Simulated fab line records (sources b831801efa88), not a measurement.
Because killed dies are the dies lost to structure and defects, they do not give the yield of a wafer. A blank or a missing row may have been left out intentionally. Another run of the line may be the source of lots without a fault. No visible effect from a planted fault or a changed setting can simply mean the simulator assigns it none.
2 desks looking at one fault ; flow sky130 ; each desk holds nothing but its own numbers, with what lay behind them at the end

## DESK OF THE TOOL OWNER: lithoTrack-04
The tool's own readings at SKY_RES_PROTECT_COAT_02 (resist thk 1140 nm): means of the sampled wafers that have a number, for each lot that ran on this tool. A lot is out of limits, marked OUT, if its mean lies more than 4 standard deviations from the usual mean; the brackets give that distance.
Columns: A = spinSpeedRpm at SKY_RES_PROTECT_COAT_02, usual 3000.0 rpm
lot;first seen here;A
L295;day 17 13:52;2999.2
L298;day 19 00:55;3000.9
L308;day 22 09:19;2949.9 (-23) OUT
L309;day 23 07:31;2950.0 (-23) OUT
This desk's finding: out of limits on L308, L309; first on L308, day 22 09:19 (spinSpeedRpm at SKY_RES_PROTECT_COAT_02). In limits: L295, L298.

## METROLOGY DESK
What the gauges read, lot by lot, whatever tool the lot ran on: means of the sampled wafers that have a number. A lot is out of limits, marked OUT, if its mean lies more than 4 standard deviations from the usual mean; the brackets give that distance.
Columns: A = GATE_OXIDE_OVL at SKY_GATE_OXIDE_OVL_MEAS_10, usual 0.5 nm; B = GATE_OXIDE_TW at SKY_GATE_OXIDE_TW_MEAS_14, usual 221.9; C = POLY_GATE_CVD_00_THK at SKY_POLY_GATE_THK_MEAS_01, usual 180.3 nm
lot;first seen here;A;B;C
L287;day 14 02:44;1.0;224.3;182.3
L288;day 14 15:50;-0.3;224.8;183.5
L295;day 16 19:43;-0.6;222.5;178.8
L298;day 18 04:25;1.3;224.0;177.5
L308;day 21 15:25;0.5;219.9;177.4
L309;day 22 13:32;-1.3;223.4;177.7
Result from this desk: across the 6 lots, nothing is out of limits.

## TAKEN TOGETHER
At day 22 09:19, on L308, L309, the tool owner's desk was in a position to raise an alarm.
Metrology desk: nothing out of limits seen.
The metrology desk holds a record of L308, L309, inside its limits.
Of the lots named, all ran SKY_RES_PROTECT_COAT_02 on lithoTrack-04.

## WHAT WAS PUT IN BY THE SIMULATOR
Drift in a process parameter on lithoTrack-04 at SKY_RES_PROTECT_COAT_02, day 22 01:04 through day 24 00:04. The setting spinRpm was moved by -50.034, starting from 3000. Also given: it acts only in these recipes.
Lots struck among those shown: L308, L309.
Each desk's first reading out of limits, in hours after the fault started: the tool owner's desk, 8.
